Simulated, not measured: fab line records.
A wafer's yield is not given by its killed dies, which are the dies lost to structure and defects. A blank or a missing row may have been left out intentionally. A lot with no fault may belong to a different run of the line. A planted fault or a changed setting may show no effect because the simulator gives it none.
fab line records	flow gf180mcu
[record] lots = 14	wafers = 42	lastDay = 34
route steps=602 shown STI@15 DNWELL@38 DUAL_GATE@154
lots with no fault: from the same line, run without faults
startH: the number of hours between the record's first day and the start of the first shown wafer of the lot	waitH: hours from the lot's prior step to this one	" the same as in the row above	L1.1+2: a row that stands for several wafers	- either no value or no given start	* or withheld: withheld	< > ~ a bound
route shown NAME@n: a module of which the file shows steps, and the number in the route of the first	usual: mean/standard deviation taken from wafers without a fault	same: alike in all rows	chamber/n: place in a boat	sites: per-site readings	_std_site: the values' standard deviation	_edge_site: mean of outer sites minus mean of inner sites	radiusMm: for every site, how far away it sits from the centre of the wafer	mask NAME#n: copy n	behind: the tool/chamber that last shaped the wafer	hold: why the lot went on hold/how many hours it stayed there/how the hold came to an end	device: transistor that didn't switch, given as n, p or np	end of line: at the end of the route, the tests of the same wafers	a step with no rows: only its recipe	killed: dies lost to structure and defects at the first sort, not the wafer's yield	map: per-die view of a wafer (x killed, . not killed, _ where there is no die)
set.NAME: the run value of the setting; set.NAME@STEP: its run value at that earlier step	model.NAME: the simulator's own value behind a step, which no gauge read
steps of the route over a sample of lots; a table a step, a row a wafer
services: the hour from which a tool's chamber was out of use, counted from the record's first day as startH (under 0 if before that day), plus the number of hours and why
[[steps]]
[step GF_STI_ETCH_14]
[recipe] target = Si	chemistry = HBr/Cl2/O2	targetDepthNm = 360	icpW = 600	biasW = 147.6	pressureMtorr = 15	HBr_flow_sccm = 150	Cl2_flow_sccm = 40	O2_flow_sccm = 6	timeS = 102.9
[usual] biasW = 147.6/0.46	drypumpMotorCurrentA = 5.7/0.51	oesProductAu = 1.002/0.012	throttleValvePct = 25.656/0.011
lot.wafer	tool	chamber	startH	waitH	biasW	drypumpMotorCurrentA	oesProductAu	rfHoursCounterH	throttleValvePct
L492.2	rieSi-01	3	30.55	0.0	147.7	6.0	0.989	1	25.670
L492.5	"	1	"	"	147.3	6.6	0.989	-	25.676
L492.6	"	0	"	"	148.1	5.3	1.014	-	25.656
L493.1	rieSi-01	1	36.90	0.0	147.4	6.5	0.980	1	25.674
L493.2	"	2	"	"	147.4	5.9	1.013	36	25.655
L493.5	"	0	"	"	147.4	5.2	1.020	-	25.670
L494.1	rieSi-02	1	40.70	0.0	147.1	5.0	1.008	98	25.638
L494.2	"	0	"	"	147.5	5.3	1.023	110	25.652
L494.3	"	2	"	"	147.5	5.8	1.017	3	25.634
L499.1	rieSi-02	0	67.69	0.0	147.7	5.3	1.007	110	25.657
L499.4	"	3	"	"	147.7	5.9	0.993	0	25.677
L499.6	"	1	"	"	148.2	4.9	1.000	-	25.660
L503.1	rieSi-02	2	87.20	0.0	147.4	5.8	1.019	3	25.651
L503.5	"	0	"	"	148.5	5.3	1.003	-	25.648
L503.6	"	2	"	"	147.2	5.8	1.009	-	25.643
L505.2	rieSi-01	3	98.09	0.0	147.4	6.1	0.981	1	25.656
L505.4	"	1	"	"	147.3	6.6	0.988	2	25.662
L505.5	"	0	"	"	146.5	5.3	1.017	-	25.657
L506.1	rieSi-02	0	104.39	0.0	147.8	5.3	1.006	110	25.644
L506.3	"	1	"	"	147.5	4.9	0.995	99	25.654
L506.5	"	1	"	"	147.6	5.0	0.998	-	25.656
L508.3	rieSi-01	1	115.50	0.0	146.7	6.5	0.973	2	25.666
L508.5	"	0	"	"	147.1	5.3	1.001	-	25.654
L508.6	"	3	"	"	147.3	6.0	0.992	-	25.651
L509.1	rieSi-02	1	120.05	0.0	147.1	4.9	0.995	99	25.665
L509.2	"	0	"	"	147.5	5.3	1.014	110	25.644
L509.4	"	3	"	"	147.2	5.9	0.994	0	25.669
L510.1	rieSi-01	1	124.50	0.0	148.4	6.5	0.975	2	25.676
L510.4	"	0	"	"	148.0	5.3	1.005	14	25.668
L510.5	"	0	"	"	148.6	5.3	1.001	-	25.662
L511.1	rieSi-02	1	128.30	0.0	147.4	5.0	0.998	99	25.658
L511.2	"	0	"	"	147.8	5.3	1.014	111	25.626
L511.6	"	1	"	"	147.8	4.9	1.015	-	25.651
L512.1	rieSi-01	2	133.30	0.0	147.0	5.9	1.006	37	25.655
L512.3	"	3	"	"	147.6	6.0	0.985	2	25.670
L512.6	"	2	"	"	147.8	5.9	1.002	-	25.648
L513.1	rieSi-02	2	141.79	0.0	147.1	5.8	1.007	4	25.657
L513.4	"	0	"	"	147.3	5.3	0.998	111	25.662
L513.5	"	2	"	"	147.3	5.8	1.006	-	25.650
L514.1	rieSi-01	0	144.85	0.0	147.2	5.2	1.006	14	25.657
L514.3	"	3	"	"	147.9	6.0	0.985	2	25.673
L514.5	"	2	"	"	147.7	5.9	1.010	-	25.648
[step GF_STI_CMP_25]
[recipe] stopOn = Si3N4	tOverpolishS = 33	downForcePsi = 4	platenRpm = 60	targetThkNm = 524.6	padVelocityMS = 0.94248
[usual] motorCurrentA = 12.7/1	overpolishRunS = 32.999/0.0087	timeToEndpointS = 128/4.9
lot.wafer	tool	chamber	startH	waitH	motorCurrentA	overpolishRunS	timeToEndpointS
L492.2	cmp-02	1	33.33	0.1	12.6	33.005	122
L492.6	"	3	"	"	13.6	33.013	122
L492.5	"	0	"	"	12.4	33.001	123
L493.2	cmp-01	1	39.31	0.1	12.0	33.001	118
L493.1	"	2	"	"	11.5	32.982	124
L493.5	"	0	"	"	11.9	33.001	132
L494.3	cmp-01	3	42.92	0.0	14.3	33.008	125
L494.1	"	0	"	"	12.2	33.024	124
L494.2	"	1	"	"	11.6	33.014	114
L499.4	cmp-02	2	70.01	0.0	12.6	32.990	132
L499.1	"	3	"	"	14.4	33.002	129
L499.6	"	2	"	"	13.2	32.993	130
L503.1	cmp-02	1	89.86	0.4	13.4	33.003	129
L503.5	"	0	"	"	12.9	32.999	131
L503.6	"	1	"	"	13.6	33.010	126
L505.2	cmp-01	3	100.68	0.1	14.1	32.992	133
L505.4	"	1	"	"	12.0	32.991	122
L505.5	"	3	"	"	14.8	32.997	127
L506.1	cmp-02	0	106.28	0.1	12.6	32.993	131
L506.3	"	2	"	"	13.9	33.000	136
L506.5	"	0	"	"	13.0	33.006	130
L508.3	cmp-01	0	118.05	0.2	12.3	32.999	133
L508.6	"	1	"	"	11.7	32.994	125
L508.5	"	2	"	"	11.6	33.011	126
L509.4	cmp-02	0	122.70	0.1	12.4	33.006	135
L509.1	"	1	"	"	12.9	33.016	138
L509.2	"	2	"	"	12.8	33.003	136
L510.4	cmp-01	1	127.04	0.0	11.5	32.998	128
L510.1	"	3	"	"	14.1	32.995	126
L510.5	"	2	"	"	11.6	33.004	132
L511.2	cmp-01	3	130.19	0.1	14.8	33.001	130
L511.1	"	0	"	"	11.9	32.998	129
L511.6	"	2	"	"	12.1	33.009	129
L512.1	cmp-01	2	135.18	0.1	11.8	32.993	123
L512.3	"	1	"	"	12.1	32.985	120
L512.6	"	2	"	"	11.2	32.998	129
L513.4	cmp-02	3	143.63	0.0	13.3	32.986	124
L513.1	"	0	"	"	12.2	33.013	128
L513.5	"	0	"	"	13.1	32.986	131
L514.1	cmp-01	3	147.25	0.1	14.1	33.004	131
L514.3	"	1	"	"	11.7	32.996	126
L514.5	"	3	"	"	14.4	32.991	134
[step GF_DNWELL_DEVELOP_06]
[recipe] wallAngleDeg = 90	developTimeS = 60	devTempC = 23
[usual] chillPlateTempC = 23.01/0.11	developTimeS = 60/0
lot.wafer	tool	chamber	startH	waitH	chillPlateTempC	developTimeS
L492.2	lithoTrack-04	0	48	-	23.05	60
L492.5	"	0	"	"	22.88	60
L492.6	"	0	"	"	23.09	60
L493.1	lithoTrack-01	-	53	-	-	-
L493.2	"	-	"	"	-	-
L493.5	"	-	"	"	-	-
L494.1	lithoTrack-03	-	58	-	-	-
L494.2	"	-	"	"	-	-
L494.3	"	-	"	"	-	-
L499.1	lithoTrack-03	0	85	-	22.95	60
L499.4	"	0	"	"	22.91	60
L499.6	"	0	"	"	23.00	60
L503.1	lithoTrack-03	0	106	-	23.04	60
L503.5	"	0	"	"	23.18	60
L503.6	"	0	"	"	23.08	60
L505.2	lithoTrack-03	0	117	-	23.01	60
L505.4	"	0	"	"	23.09	60
L505.5	"	0	"	"	22.92	60
L506.1	lithoTrack-03	0	123	-	23.00	60
L506.3	"	0	"	"	23.02	60
L506.5	"	0	"	"	22.93	60
L508.3	lithoTrack-03	0	134	-	22.89	60
L508.5	"	0	"	"	23.08	60
L508.6	"	0	"	"	23.10	60
L509.1	lithoTrack-01	0	140	-	23.02	60
L509.2	"	0	"	"	23.07	60
L509.4	"	0	"	"	23.20	60
L510.1	lithoTrack-04	0	144	-	23.09	60
L510.4	"	0	"	"	22.93	60
L510.5	"	0	"	"	23.03	60
L511.1	lithoTrack-03	0	148	-	23.17	60
L511.2	"	0	"	"	23.28	60
L511.6	"	0	"	"	22.98	60
L512.1	lithoTrack-04	0	152	-	22.90	60
L512.3	"	0	"	"	22.89	60
L512.6	"	0	"	"	22.92	60
L513.1	lithoTrack-04	0	161	-	23.15	60
L513.4	"	0	"	"	23.09	60
L513.5	"	0	"	"	23.05	60
L514.1	lithoTrack-01	0	165	-	23.10	60
L514.3	"	0	"	"	23.13	60
L514.5	"	0	"	"	23.18	60
[step GF_DNWELL_TW_MEAS_09]
[usual] DNWELL_TW = 1343/16
lot.wafer	tool	chamber	startH	waitH	DNWELL_TW
L492.2	filmMetro-03	-	48.70	0.1	1371
L492.5	"	-	"	"	1376
L492.6	"	-	"	"	1368
L493.1	filmMetro-01	-	53.96	0.1	30
L493.2	"	-	"	"	30
L493.5	"	-	"	"	30
L494.1	filmMetro-03	-	58.45	0.1	31
L494.2	"	-	"	"	31
L494.3	"	-	"	"	31
L499.1	filmMetro-01	-	86.00	0.1	1333
L499.4	"	-	"	"	1325
L499.6	"	-	"	"	1330
L503.1	filmMetro-04	-	107.10	0.1	1343
L503.5	"	-	"	"	1331
L503.6	"	-	"	"	1337
L505.2	filmMetro-04	-	118.11	0.1	1332
L505.4	"	-	"	"	1337
L505.5	"	-	"	"	1342
L506.1	filmMetro-01	-	123.60	0.1	1316
L506.3	"	-	"	"	1314
L506.5	"	-	"	"	1308
L508.3	filmMetro-04	-	134.77	0.1	1338
L508.5	"	-	"	"	1336
L508.6	"	-	"	"	1344
L509.1	filmMetro-01	-	141.20	0.1	1327
L509.2	"	-	"	"	1321
L509.4	"	-	"	"	1333
L510.1	filmMetro-04	-	145.09	0.1	1348
L510.4	"	-	"	"	1349
L510.5	"	-	"	"	1346
L511.1	filmMetro-04	-	148.55	0.1	1350
L511.2	"	-	"	"	1352
L511.6	"	-	"	"	1352
L512.1	filmMetro-03	-	153.19	0.1	1367
L512.3	"	-	"	"	1373
L512.6	"	-	"	"	1371
L513.1	filmMetro-03	-	162.19	0.1	1355
L513.4	"	-	"	"	1366
L513.5	"	-	"	"	1357
L514.1	filmMetro-01	-	165.85	0.1	1332
L514.3	"	-	"	"	1335
L514.5	"	-	"	"	1333
[step GF_DUAL_GATE_STRIP_13]
[recipe] chemistry = O2/N2	powerW = 1400	pressureMtorr = 1500	platenTempC = 250	o2FlowSccm = 3000	n2FlowSccm = 300	overashFraction = 0.5
[usual] drypumpMotorCurrentA = 5.9/0.53	heaterPowerW = 325/29	oesProductAu = 0.716/0.0048	stripTimeToEndpointS = 12.63/0.034
[same] overashFraction = 0.5
lot.wafer	tool	chamber	startH	waitH	drypumpMotorCurrentA	heaterPowerW	oesProductAu	rfHoursCounterH	stripTimeToEndpointS
L492.2	plasmaAsher-03	1	183.57	0.0	6.0	302	0.714	6	12.63
L492.5	"	1	"	"	6.0	299	0.721	-	12.68
L492.6	"	0	"	"	6.4	399	0.710	-	12.62
L493.1	plasmaAsher-02	1	190.66	0.0	6.0	323	0.709	56	12.68
L493.2	"	0	"	"	6.3	309	0.714	56	12.62
L493.5	"	0	"	"	6.3	305	0.710	-	12.69
L494.1	plasmaAsher-01	0	195.10	0.0	4.7	342	0.712	30	12.63
L494.2	"	1	"	"	5.5	316	0.729	30	12.53
L494.3	"	0	"	"	4.8	328	0.721	-	12.62
L499.1	plasmaAsher-01	1	232.62	0.0	5.5	318	0.714	34	12.63
L499.4	"	1	"	"	5.6	313	0.720	-	12.60
L499.6	"	0	"	"	4.7	338	0.721	-	12.65
L503.1	plasmaAsher-02	0	262.22	0.0	6.3	296	0.717	63	12.65
L503.5	"	1	"	"	6.0	326	0.712	-	12.63
L503.6	"	0	"	"	6.2	299	0.720	-	12.66
L505.2	plasmaAsher-01	0	275.42	0.0	4.7	349	0.719	38	12.65
L505.4	"	1	"	"	5.5	313	0.720	-	12.64
L505.5	"	0	"	"	4.8	341	0.719	-	12.66
L506.1	plasmaAsher-03	0	283.05	0.0	6.4	413	0.712	16	12.61
L506.3	"	1	"	"	6.0	301	0.714	-	12.62
L506.5	"	0	"	"	6.4	401	0.713	-	12.63
L508.3	plasmaAsher-03	0	295.45	0.0	6.4	388	0.709	-	12.57
L508.5	"	0	"	"	6.4	394	0.706	-	12.60
L508.6	"	1	"	"	6.0	302	0.720	-	12.57
L509.1	plasmaAsher-02	1	304.55	0.0	6.0	331	0.719	67	12.61
L509.2	"	0	"	"	6.3	302	0.719	67	12.61
L509.4	"	0	"	"	6.3	308	0.720	-	12.60
L510.1	plasmaAsher-03	0	310.15	0.0	6.4	402	0.716	19	12.61
L510.4	"	0	"	"	6.4	392	0.721	-	12.65
L510.5	"	1	"	"	6.1	290	0.718	-	12.68
L511.1	plasmaAsher-02	0	315.70	0.0	6.3	308	0.718	69	12.70
L511.2	"	1	"	"	6.0	321	0.721	69	12.67
L511.6	"	1	"	"	6.0	319	0.715	-	12.71
L512.1	plasmaAsher-01	1	320.40	0.0	5.6	317	0.716	42	12.62
L512.3	"	1	"	"	5.5	308	0.715	-	12.64
L512.6	"	0	"	"	4.7	343	0.723	-	12.66
L513.1	plasmaAsher-02	1	331.80	0.0	5.9	329	0.715	70	12.64
L513.4	"	1	"	"	5.9	329	0.716	-	12.65
L513.5	"	1	"	"	5.9	325	0.710	-	12.64
L514.1	plasmaAsher-02	0	339.05	0.0	6.3	311	0.704	71	12.66
L514.3	"	1	"	"	6.0	322	0.713	-	12.62
L514.5	"	0	"	"	6.3	307	0.713	-	12.62
[[services]]
tool	chamber	startH	hours	kind
rieSi-01	0	23.77	5.8	repair
cmp-01	-	54.16	3.9	pm
cmp-01	-	64.20	4.0	pm
plasmaAsher-03	-	71.60	20.5	repair
rieSi-02	3	74.38	20.7	repair
cmp-02	-	75.91	1.3	repair
plasmaAsher-03	-	79.31	0.5	repair
cmp-01	-	84.88	13.6	pm
rieSi-02	-	97.19	0.1	repair
cmp-02	-	106.57	1.3	repair
rieSi-02	0	111.53	3.8	repair
cmp-02	-	128.82	7.8	pm
plasmaAsher-02	-	156.56	2.8	pm
cmp-01	-	194.27	1.1	repair
cmp-01	-	198.20	0.3	repair
cmp-02	-	213.73	0.3	repair
cmp-02	-	232.00	4.0	pm
cmp-02	-	232.56	4.0	repair
cmp-01	-	242.46	1.6	repair
cmp-01	-	244.08	4.8	pm
cmp-02	-	277.23	4.6	repair
cmp-02	-	304.91	2.0	repair
cmp-01	-	327.70	3.9	repair
rieSi-02	-	330.88	0.7	repair
[[key]]
[firstSign] step = GF_DNWELL_DEVELOP_06	reading = toolRecord	direction = missing
[effect] step = GF_DNWELL_TW_MEAS_09	reading = DNWELL_TW	direction = down	sigmas = 80	usual = 1343	struck = 31
metAt GF_DNWELL_DEVELOP_06
struckLots L493,L494
sortLeftOut L493.1,L493.2,L493.5,L494.1,L494.2,L494.3
testerLeftOut L493,L494
notActingAt GF_STI_ETCH_14,GF_STI_CMP_25,GF_DUAL_GATE_STRIP_13
[fault] kind = skippedStepWhole	tool = lithoTrack-01,lithoTrack-03	chamber = -	onsetH = 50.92	steps = GF_DNWELL_DEVELOP_06	scope = struckLotsOnly
// testerLeftOut: of these lots the tester's yield and bins aren't shown, on N5 and GAA mostly nor the transistor test; their killed dies are dies lost to structure and defects alone, not to doping, threshold or leakage, so they don't give the yield
// sortLeftOut: the simulated sort isn't trusted on such a fault, so these wafers' sort isn't shown, and their yield isn't known
